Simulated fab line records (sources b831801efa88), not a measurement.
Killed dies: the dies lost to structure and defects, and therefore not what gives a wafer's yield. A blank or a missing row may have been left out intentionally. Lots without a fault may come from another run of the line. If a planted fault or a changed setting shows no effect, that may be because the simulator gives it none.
Matching of chambers || flow gf180mcu || GF_M5_ETCH_09 on rie-diel-03: 4 sister chambers
The step etches Si3N4 in CF4/O2, target depth 52 nm, time 11.6 s. 4 wafers are shown with their chamber, then 9 later ones without.

WAFERS PAIRED WITH THEIR CHAMBERS
{"wafer": "L077.4", "chamber": 1, "O2_flow_sccm (sccm)": 10.05}
{"wafer": "L082.3", "chamber": 0, "O2_flow_sccm (sccm)": 10.01}
{"wafer": "L085.5", "chamber": 3, "O2_flow_sccm (sccm)": 9.99}
{"wafer": "L085.6", "chamber": 2, "O2_flow_sccm (sccm)": 10.06}

WAFERS WITHOUT THEIR CHAMBER
{"wafer": "L090.1", "O2_flow_sccm (sccm)": 9.98}
{"wafer": "L090.2", "O2_flow_sccm (sccm)": 9.99}
{"wafer": "L090.6", "O2_flow_sccm (sccm)": 9.94}
{"wafer": "L093.2", "O2_flow_sccm (sccm)": 9.99}
{"wafer": "L093.5", "O2_flow_sccm (sccm)": 9.98}
{"wafer": "L093.6", "O2_flow_sccm (sccm)": 10.00}
{"wafer": "L097.2", "O2_flow_sccm (sccm)": 9.98}
{"wafer": "L097.4", "O2_flow_sccm (sccm)": 10.03}
{"wafer": "L097.5", "O2_flow_sccm (sccm)": 10.01}

CHAMBER TAKEN BY EACH
{"wafer": "L090.1", "from the rows above": "can't be placed: 3 or 0", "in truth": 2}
{"wafer": "L090.2", "from the rows above": "can't be placed: 3 or 0", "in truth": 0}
{"wafer": "L090.6", "from the rows above": "can't be placed: 3 or 0", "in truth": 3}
{"wafer": "L093.2", "from the rows above": "can't be placed: 3 or 0", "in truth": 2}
{"wafer": "L093.5", "from the rows above": "can't be placed: 3 or 0", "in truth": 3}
{"wafer": "L093.6", "from the rows above": "can't be placed: 0 or 3", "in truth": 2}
{"wafer": "L097.2", "from the rows above": "can't be placed: 3 or 0", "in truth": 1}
{"wafer": "L097.4", "from the rows above": "can't be placed: 0 or 1 or 2 or 3", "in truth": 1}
{"wafer": "L097.5", "from the rows above": "can't be placed: 0 or 3", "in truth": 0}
Correct placement for 0 of the 9. From these rows, 9 cannot be placed; in 5 the true chamber is one of the candidates. 0 placed wrongly.
How it was worked out, from the rows above alone: a wafer's distance from a chamber is the root of the sum, over the readings, of the square of ((its reading less the chamber's mean) divided by the reading's scatter). The wafer belongs to the nearest chamber; if the next one is less than 2 further off, it can't be placed. A chamber's mean is the mean of its shown wafers. The scatter: root of mean squared gap, hidden wafer to nearest shown wafer, with one shown wafer a chamber.
